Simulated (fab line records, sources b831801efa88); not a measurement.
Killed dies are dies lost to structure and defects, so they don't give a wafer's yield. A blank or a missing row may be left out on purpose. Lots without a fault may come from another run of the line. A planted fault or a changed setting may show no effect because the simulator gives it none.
A struck lot beside a sound one | flow sky130 | 35 steps out of a route of 708
Sound: wafers L769.1, L769.5, L769.6. Struck: wafers L753.2, L753.5, L753.6. The cause comes at the end.
At each step with rows: each side's tool, then ch and its chambers, then its first start. Under that, the readings that differ: sound wafers | struck wafers | difference of the means | sigmas: that difference in standard deviations of wafers without a fault.
alike: readings whose means differ by less than 2 such deviations, and words and numbers that are the same on both sides. not compared: withheld readings, readings that some wafer has no value for, bounds like >300 that may hide the same value, and numbers for which the record gives no deviation and whose values overlap.
The two part at a step that has a row with sigmas, a row that says differs or no value, or rows on one side only. Numbers that don't overlap but have no deviation are shown without sigmas and don't part them. A reading that every wafer of one side lacks parts them only if that side has two wafers or more.

first, 10 steps without rows for these wafers: SKY_GATE_OXIDE_COAT_05 (resist thk 1140 nm); SKY_GATE_OXIDE_SOFTBAKE_06 (time 60 s); SKY_GATE_OXIDE_EXPOSE_07 (exposes mask LVOM, target cd 600 nm); SKY_GATE_OXIDE_PEB_08; SKY_GATE_OXIDE_DEVELOP_09 (develop time 60 s); SKY_GATE_OXIDE_IMPLANT_11; SKY_GATE_OXIDE_WET_ETCH_12 (etches SiO2 in dHF, target depth 16.8 nm, time 336 s); SKY_GATE_OXIDE_STRIP_13 (strips in O2/N2); SKY_GATE_OXIDE_CLEAN_15 (cleans in SC1/SC2, time 150 s); SKY_GATE_OXIDE_OXIDATION_16 (stabilise 600 s, purge 300 s, target thk 3.57 nm).
SKY_POLY_GATE_CVD_00: deposits poly-Si, target thk 180 nm, time 720 s.
  sound on lpcvd-01 ch 1, day 21 08:35; struck on lpcvd-01 ch 0, day 15 20:17
  reading                                       | sound             | struck            | difference | sigmas
  spike_tc_centre_C (C)                         | 620.0 619.2 621.3 | 585.5 584.5 584.6 | -35.3      | -32
  spike_tc_lower_C (C)                          | 620.0 619.2 621.1 | 626.0 626.9 627.9 | +6.8       | +6
  spike_tc_upper_C (C)                          | 620.4 619.8 620.9 | 625.3 626.0 624.8 | +5.0       | +5
  zone_power_centre_pct (%)                     | 9.44 9.25 9.34    | 2.91 2.99 3.02    | -6.37      | -28
  zone_power_lower_pct (%)                      | 7.7 7.8 7.7       | 12.3 12.4 12.5    | +4.7       | +7
  zone_power_upper_pct (%)                      | 9.9 9.6 9.6       | 12.1 12.1 12.1    | +2.4       | +6
  model.poly-Si_of_POLY_GATE_CVD_00.thk_nm (nm) | 180.1 178.8 181.3 | 145.4 165.7 170.9 | -19.4      |
SKY_POLY_GATE_THK_MEAS_01:
  sound on film_metro-01, day 21 09:47; struck on film_metro-03, day 15 21:50
  reading                   | sound             | struck            | difference | sigmas
  POLY_GATE_CVD_00_THK (nm) | 180.0 179.1 181.4 | 145.4 165.6 170.9 | -19.5      | -14
  not compared: hold
then, 8 steps without rows for these wafers: SKY_RES_PROTECT_HMDS_01 (prime time 60 s); SKY_RES_PROTECT_COAT_02 (resist thk 1140 nm); SKY_RES_PROTECT_SOFTBAKE_03 (time 60 s); SKY_RES_PROTECT_EXPOSE_04 (exposes mask RPM, target cd 1270 nm); SKY_RES_PROTECT_PEB_05; SKY_RES_PROTECT_DEVELOP_06 (develop time 60 s); SKY_POLY_GATE_IMPLANT_02; SKY_RES_PROTECT_STRIP_07 (strips in O2/N2).
SKY_RES_PROTECT_CLEAN_09: cleans in SC1/SC2, time 150 s.
  sound on wet_bench-03 ch 3, day 22 16:31; struck on wet_bench-02 ch 3, day 17 02:25
  reading                                       | sound             | struck          | difference | sigmas
  model.poly-Si_of_POLY_GATE_CVD_00.thk_nm (nm) | 179.5 178.2 180.7 | 144.8 165 170.3 | -19.4      |
  alike: bath_heat_duty_pct
then, 11 steps without rows for these wafers: SKY_POLY_GATE_CVD_03 (deposits Si3N4 from DCS/NH3, target thk 75 nm, time 1290 s); SKY_POLY_GATE_DEHYDRATE_05 (time 60 s); SKY_POLY_GATE_HMDS_06 (prime time 60 s); SKY_POLY_GATE_COAT_07 (resist thk 110 nm); SKY_POLY_GATE_COAT_08 (resist thk 450 nm); SKY_POLY_GATE_SOFTBAKE_09 (time 90 s); SKY_POLY_GATE_EXPOSE_10 (exposes mask P1M, target cd 150 nm); SKY_POLY_GATE_PEB_11; SKY_POLY_GATE_DEVELOP_12 (develop time 60 s); SKY_POLY_GATE_ETCH_15 (etches BARC in N2/H2, stops on SiO2, time 118.5 s, target depth 110 nm); SKY_POLY_GATE_ETCH_16 (etches Si3N4 in CH3F/O2, stops on poly-Si, time 147.5 s, target depth 75 nm).
SKY_POLY_GATE_ETCH_17: etches poly-Si in HBr/Cl2, stops on SiO2, target depth 180 nm, time 70.5 s.
  sound on rie_si-01 ch 0,1,2, day 24 02:02; struck on rie_si-01 ch 2,3, day 18 10:10
  reading                               | sound             | struck            | difference | sigmas
  oes_product_au (a.u.)                 | 0.988 0.988 0.974 | 0.855 0.932 0.953 | -0.070     | -9
  model.etch.depth_nm (nm)              | 179.5 178.2 173.6 | 144.8 165 170.3   | -17.1      |
  model.POLY_GATE.feature_depth_nm (nm) | 179.5 178.2 173.6 | 144.8 165 170.3   | -17.1      |
  alike: drypump_motor_current_A, mfc_cl2_sccm, throttle_valve_pct
  not compared: rf_hours_counter_h
then, 1 step without rows for these wafers: SKY_POLY_GATE_STRIP_18 (strips in O2/N2).
-- the record jumps here: 29 days lie between the struck wafers' starts before and after (it left off in module POLY_GATE and takes up again in module PAD_OPEN, whose first step shown is number 708 of the route) --
SKY_PAD_OPEN_PROBE_99:
  sound on prober-01, day 50 15:34; struck on prober-01, day 47 07:21
  reading                             | sound             | struck            | difference | sigmas
  model.etest.res_high_po.line_ohm_um | 735.2 732.4 711.5 | 907 781.3 780.6   | +97        |
  model.etest.res_poly.line_ohm_um    | 509.3 489.5 503   | 655.3 551.2 550.9 | +85.2      |
  model.etest.tip_sonos.rs_ohm_sq     | 2734 2776 2791    | 2547 2626 2557    | -190       |
  model.etest.res_high_po.rs_ohm_sq   | 256 260 252.7     | 316 275.6 273.2   | +32        |
  model.etest.res_poly.rs_ohm_sq      | 47.76 48 46.93    | 59.86 51.51 50.28 | +6.32      |
  model.etest.tip_n.rs_ohm_sq         | 446.6 443.7 450.5 | 443.5 439.9 442.8 | -4.9       |
  alike: killed_at_M0_to_M3, killed_at_M4_up, killed_at_contacts, killed_at_front_end, killed_at_other, killed_dies, killed_open, killed_short
  not compared: model.etest.cap_li_to_poly.c_af_um2, model.etest.res_poly.rs_ohm_sq_range

WHERE THEY PART
First at SKY_POLY_GATE_CVD_00; last, within this record, at SKY_POLY_GATE_ETCH_17. Later steps at which nothing parts them and some readings are alike: SKY_PAD_OPEN_PROBE_99.

WHY: what the simulator had put in
Process parameter drift: lpcvd-01, from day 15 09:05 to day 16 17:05, at SKY_POLY_GATE_CVD_00. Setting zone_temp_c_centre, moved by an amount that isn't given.
